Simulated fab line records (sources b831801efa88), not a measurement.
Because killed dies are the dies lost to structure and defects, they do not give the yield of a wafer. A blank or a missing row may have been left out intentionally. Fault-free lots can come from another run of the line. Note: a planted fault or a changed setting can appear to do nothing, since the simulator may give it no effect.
fab line records	flow sky130
record: lots: 6	wafers: 18	last_day: 49
route steps=708 shown FIELD_ISO@1
lots untouched by any fault: they come from a run of this same line in which no faults occurred
start_h: hours from the record's first day to the start of the lot's first wafer shown	wait_h: hours since the lot's step before	" unchanged from the row above	L1.1+2: one row covering several wafers at once	- no value, or no start was given	* or withheld: withheld	< > ~ a bound
route shown NAME@n: NAME is a module with steps in the file, n the number in the route of the first one	usual: the fault-free wafers' mean and standard deviation	same: alike in all rows	chamber/n: place in a boat	sites: readings site by site	_std_site: standard deviation of those values	_edge_site: outer sites' mean less inner sites'	radius_mm: how far each site lies from the wafer's centre	mask NAME#n: copy n	behind: the most recent tool/chamber to have shaped the wafer	hold: reason for holding the lot/hours on hold/outcome of the hold	device: whichever transistor did not switch (one of n, p or np)	end of line: the tests these same wafers got at the end of their route	for a step that has no rows: nothing shown but its recipe	killed: dies lost to structure and defects at the first sort, not the wafer's yield	map: dies across one wafer; x = killed, . = not, _ = none there
set.NAME: the setting the step ran with; set.NAME@STEP: the setting that earlier step ran with	model.NAME: the simulator's own value behind a step, which no gauge read
lots seen at some steps along the route; tables by step, rows by wafer
== steps ==
step: SKY_FIELD_ISO_BOW_MEAS_00
recipe: mode: bow
usual: INCOMING_BOW: 0/6.4
lot.wafer	tool	chamber	start_h	wait_h	INCOMING_BOW[um]
L916.1	film_metro-02	-	20.00	-	1
L916.2	"	-	"	"	4
L916.4	"	-	"	"	12
L917.2	film_metro-02	-	25.02	-	-2
L917.3	"	-	"	"	-8
L917.4	"	-	"	"	7
L918.1	film_metro-01	-	30.00	-	-4
L918.4	"	-	"	"	-10
L918.6	"	-	"	"	-5
L929.3	film_metro-02	-	85.04	-	-2
L929.5	"	-	"	"	-8
L929.6	"	-	"	"	-12
L932.1	film_metro-01	-	100.00	-	-1
L932.2	"	-	"	"	10
L932.6	"	-	"	"	-2
L933.3	film_metro-04	-	105.04	-	-7
L933.4	"	-	"	"	-7
L933.6	"	-	"	"	4
step: SKY_FIELD_ISO_OXIDATION_01
recipe: temp_c: 900	ambient: O2	stabilise_s: 600	purge_s: 300	target_thk_a: 120	ox_time_s: 1843
step: SKY_FIELD_ISO_THK_MEAS_02
recipe: reads: SiO2_of_FIELD_ISO_OXIDATION_01
usual: FIELD_ISO_OXIDATION_00_THK: 12.10/0.16
lot.wafer	tool	chamber	start_h	wait_h	FIELD_ISO_OXIDATION_00_THK[nm]
L916.1	film_metro-02	-	21.63	0.0	11.90
L916.2	"	-	"	"	11.92
L916.4	"	-	"	"	12.19
L917.2	film_metro-02	-	27.47	0.0	12.19
L917.3	"	-	"	"	12.20
L917.4	"	-	"	"	12.23
L918.1	film_metro-01	-	34.52	0.0	12.26
L918.4	"	-	"	"	12.12
L918.6	"	-	"	"	12.10
L929.3	film_metro-02	-	87.14	0.1	11.84
L929.5	"	-	"	"	11.74
L929.6	"	-	"	"	11.90
L932.1	film_metro-01	-	102.27	0.0	11.81
L932.2	"	-	"	"	12.00
L932.6	"	-	"	"	12.02
L933.3	film_metro-02	-	106.65	0.0	12.09
L933.4	"	-	"	"	12.24
L933.6	"	-	"	"	12.36
step: SKY_FIELD_ISO_CVD_03
recipe: material: Si3N4	precursor: DCS/NH3	target_thk_nm: 165	temp_c: 770	time_s: 2830	pressure_mtorr: 250
step: SKY_FIELD_ISO_THK_MEAS_04
recipe: reads: Si3N4_of_FIELD_ISO_CVD_03
usual: FIELD_ISO_CVD_03_THK: 164.8/1.5
lot.wafer	tool	chamber	start_h	wait_h	FIELD_ISO_CVD_03_THK[nm]
L916.1	film_metro-04	-	25.73	0.0	165.3
L916.2	"	-	"	"	166.1
L916.4	"	-	"	"	166.5
L917.2	film_metro-02	-	29.32	0.0	165.8
L917.3	"	-	"	"	165.6
L917.4	"	-	"	"	165.0
L918.1	film_metro-04	-	36.37	0.0	166.1
L918.4	"	-	"	"	165.6
L918.6	"	-	"	"	167.1
L929.3	film_metro-01	-	90.71	0.0	165.5
L929.5	"	-	"	"	165.8
L929.6	"	-	"	"	165.2
L932.1	film_metro-01	-	104.11	0.0	162.3
L932.2	"	-	"	"	162.6
L932.6	"	-	"	"	162.0
L933.3	film_metro-01	-	108.50	0.0	161.4
L933.4	"	-	"	"	163.9
L933.6	"	-	"	"	161.6
step: SKY_FIELD_ISO_DEHYDRATE_05
recipe: temp_c: 200	time_s: 60
step: SKY_FIELD_ISO_HMDS_06
recipe: prime_time_s: 60	prime_temp_c: 120
step: SKY_FIELD_ISO_COAT_07
recipe: resist: BARC	temp_c: withheld	time_s: withheld	spin_rpm: 3000	resist_thk_nm: 60
step: SKY_FIELD_ISO_COAT_08
recipe: resist: KrF-thick	spin_rpm: 2926	resist_thk_nm: 450
step: SKY_FIELD_ISO_SOFTBAKE_09
recipe: temp_c: 100	time_s: 90	resist: KrF-thick
step: SKY_FIELD_ISO_EXPOSE_10
recipe: mask_id: FOM	na: 0.68	source_shape: annular	sigma_inner: 0.4	sigma_outer: 0.8	target_cd_nm: 150	dose_mj: 28
step: SKY_FIELD_ISO_PEB_11
recipe: peb_temp_c: withheld	peb_time_s: withheld	resist: KrF-thick
usual: chill_plate_temp_C: *	exhaust_pa: 45.0/0.85
lot.wafer	tool	chamber	start_h	wait_h	chill_plate_temp_C	exhaust_pa
L916.1	litho_track-01	0	40	-	*	44.4
L916.2	"	0	"	"	*	45.2
L916.4	"	0	"	"	*	45.0
L917.2	litho_track-03	-	43	-	-	-
L917.3	"	-	"	"	-	-
L917.4	"	-	"	"	-	-
L918.1	litho_track-01	-	50	-	-	-
L918.4	"	-	"	"	-	-
L918.6	"	-	"	"	-	-
L929.3	litho_track-04	0	107	-	*	46.2
L929.5	"	0	"	"	*	44.5
L929.6	"	0	"	"	*	43.6
L932.1	litho_track-04	0	121	-	*	45.2
L932.2	"	0	"	"	*	45.9
L932.6	"	0	122	-	*	46.4
L933.3	litho_track-03	0	127	-	*	44.6
L933.4	"	0	"	"	*	45.0
L933.6	"	0	"	"	*	46.0
step: SKY_FIELD_ISO_DEVELOP_12
recipe: develop_time_s: 60	resist: KrF-thick	dev_temp_c: 21
== key ==
first_sign: step: SKY_FIELD_ISO_PEB_11	reading: tool_record	direction: missing
effect none on later readings
met_at SKY_FIELD_ISO_PEB_11
struck_wafers L917.2,L917.3,L917.4,L918.1,L918.4,L918.6
later_rows_left_out L917.2,L917.3,L917.4,L918.1,L918.4,L918.6
sort_left_out L917.2,L917.3,L917.4,L918.1,L918.4,L918.6
tester_left_out L917,L918
onset_between 40 43
fault: kind: skipped_step_whole	tool: litho_track-01,litho_track-03	chamber: -	onset_h: 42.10	steps: SKY_FIELD_ISO_PEB_11	scope: struck_lots_only
tester_left_out: of these lots the tester's yield and bins aren't shown, on N5 and GAA mostly nor the transistor test; their killed dies are dies lost to structure and defects alone, not to doping, threshold or leakage, so they don't give the yield
sort_left_out: the simulated sort isn't trusted on such a fault, so these wafers' sort isn't shown, and their yield isn't known
later_rows_left_out: the simulator's readings of these wafers behind a module that went badly wrong aren't trusted and aren't shown, but for the sort
